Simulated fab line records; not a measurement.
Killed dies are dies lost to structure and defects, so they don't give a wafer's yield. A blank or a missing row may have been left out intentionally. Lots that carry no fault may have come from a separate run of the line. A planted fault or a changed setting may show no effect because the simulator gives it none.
Matching of chambers + flow gf180mcu + 4 sister chambers for GF_CONTACT_CMP_27 on cmp-02
The step polishes, stops on SiO2, t overpolish 15 s, target thk 0 nm. 4 wafers are shown with their chamber, then 6 later ones without.

## WAFERS WITH THEIR CHAMBER
| wafer  | chamber | motor-current-A (A) |
|--------|---------|---------------------|
| L333.1 | 1       | 10.7                |
| L333.3 | 0       | 12.5                |
| L334.1 | 3       | 9.7                 |
| L334.4 | 2       | 10.7                |

## WAFERS WITHOUT THEIR CHAMBER
| wafer  | motor-current-A (A) |
|--------|---------------------|
| L334.6 | 12.4                |
| L336.3 | 12.3                |
| L336.5 | 11.6                |
| L337.3 | 10.4                |
| L337.4 | 11.8                |
| L337.5 | 12.0                |

## CHAMBER TAKEN BY EACH
| wafer  | from the rows above               | in truth |
|--------|-----------------------------------|----------|
| L334.6 | 0                                 | 0        |
| L336.3 | 0                                 | 0        |
| L336.5 | can't be placed: 0 or 1 or 2 or 3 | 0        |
| L337.3 | can't be placed: 1 or 2 or 3      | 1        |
| L337.4 | can't be placed: 0 or 1 or 2      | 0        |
| L337.5 | can't be placed: 0 or 1 or 2      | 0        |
Placed correctly: 2 of 6. Cannot be placed on the basis of these rows: 4; the candidates contain the true chamber in 4. Placed wrongly: 0.
How it was worked out, from the rows above alone: a wafer's distance from a chamber is the root of the sum, over the readings, of the square of ((its reading less the chamber's mean) divided by the reading's scatter). The wafer belongs to the nearest chamber; if the next one is less than 2 further off, it can't be placed. Each chamber's mean is taken over the wafers shown for it. The scatter: root of mean squared gap, hidden wafer to nearest shown wafer, with one shown wafer a chamber.
